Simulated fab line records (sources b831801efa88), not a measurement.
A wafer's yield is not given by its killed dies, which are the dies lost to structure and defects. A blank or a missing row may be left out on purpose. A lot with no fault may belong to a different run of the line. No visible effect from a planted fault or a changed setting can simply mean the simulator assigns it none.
Struck lot and sound lot, side by side / flow sky130 / 15 out of 708 route steps
Sound: wafers L982.2, L982.3, L982.6. Struck: wafer L991.2. (L991.1, L991.6 of the same lot were not struck and are left out.) The cause comes at the end.
Order at every step that has rows: each side's tool, ch and its chambers, its first start. Under that, the readings that differ: sound wafers / struck wafers / difference of the means / sigmas: that difference in standard deviations of wafers without a fault.
alike: words and numbers the same on both sides, and readings whose means are apart by under 2 such deviations; not compared: readings that were withheld, readings missing a value for some wafer, numbers with overlapping values and no deviation given by the record, and bounds like >300 which may hide the same value.
A row with sigmas, a row that says differs or no value, or rows on one side alone: a step with any of these is where the two part. Non-overlapping numbers with no deviation appear without sigmas and do not part them. Lack of a reading on every wafer of one side parts them only where that side has two or more wafers.

first, 3 steps without rows for these wafers: SKY_VIA2_STRIP_17 (strips in post etch residue remover, time 1200 s); SKY_VIA2_CLEAN_18 (cleans in IPA, time 180 s); SKY_VIA2_CLEAN_19 (cleans in O3/DIW).
SKY_VIA2_SPUTTER_20: material TiN, target thk 20 nm, time 80 s.
  sound on pvd_sputter-03 at day 37 05:13; struck on pvd_sputter-04 at day 40 08:02
  alike: chamber_pressure_pa, throttle_valve_pct
then, 1 step without rows for these wafers: SKY_VIA2_CVD_21 (deposits W, target thk 420 nm, time 126.4 s).
SKY_VIA2_RS_MEAS_22: measurement is done with a four-point probe.
  sound on film_metro-01 at day 37 05:26; struck on film_metro-01 at day 40 08:14
  alike: VIA2_W_RS
SKY_VIA2_THK_MEAS_23: measures by xrf.
  sound on film_metro-01 at day 37 05:32; struck on film_metro-01 at day 40 08:21
  alike: VIA2_W_THK
then, 1 step without rows for these wafers: SKY_VIA2_CMP_24 (polishes, stops on SiO2, t overpolish 20 s, target thk 0 nm).
SKY_METAL3_SPUTTER_00: material Ti, target thk 15 nm, time 10 s.
  sound on pvd_sputter-01 at day 37 05:53; struck on pvd_sputter-03 at day 40 08:43
  alike: chamber_pressure_pa, throttle_valve_pct
SKY_METAL3_SPUTTER_01: material TiN, target thk 20 nm, time 16.7 s.
  sound on pvd_sputter-01 at day 37 05:55; struck on pvd_sputter-03 at day 40 08:44
reading=chamber_pressure_pa (Pa); sound=0.3993 0.4012 0.4012; struck=0.3985; difference=-0.0021; sigmas=-2
  alike: throttle_valve_pct
SKY_METAL3_SPUTTER_02: material AlCu, target thk 735 nm, time 39.1 s.
  sound on pvd_sputter-01 at day 37 05:56; struck on pvd_sputter-03 at day 40 08:45
  alike: chamber_pressure_pa, throttle_valve_pct
then, 1 step without rows for these wafers: SKY_METAL3_SPUTTER_03 (material Ti, target thk 5 nm, time 3.3 s).
SKY_METAL3_SPUTTER_04: material TiN, target thk 70 nm, time 58.3 s.
  sound on pvd_sputter-01 at day 37 06:00; struck on pvd_sputter-03 at day 40 08:49
reading=chamber_pressure_pa (Pa); sound=0.3993 0.4003 0.3988; struck=0.4965; difference=+0.0970; sigmas=+99 or more
reading=throttle_valve_pct (%); sound=30.6 30.9 31.1; struck=26.7; difference=-4.2; sigmas=-4
  not compared: model.TiN_of_METAL3_SPUTTER_04.thk_nm
SKY_CAPM_CVD_00: deposits SiO2, target thk 15.5 nm.
  sound on pecvd-04 ch 0,1,2, day 37 06:03; struck on pecvd-03 ch 0, day 40 08:52
  alike: heater_power_w
-- the record jumps here: 8 days lie between the struck wafers' starts before and after (it left off in module CAPM and takes up again in module PAD_OPEN, whose first step shown is number 708 of the route) --
SKY_PAD_OPEN_PROBE_99:
  record: rows for the struck wafers here (prober-01, day 48 20:37), none for the sound ones

WHERE THEY PART
First at SKY_METAL3_SPUTTER_01; last, within this record, at SKY_PAD_OPEN_PROBE_99.

WHY: the cause the simulator had injected
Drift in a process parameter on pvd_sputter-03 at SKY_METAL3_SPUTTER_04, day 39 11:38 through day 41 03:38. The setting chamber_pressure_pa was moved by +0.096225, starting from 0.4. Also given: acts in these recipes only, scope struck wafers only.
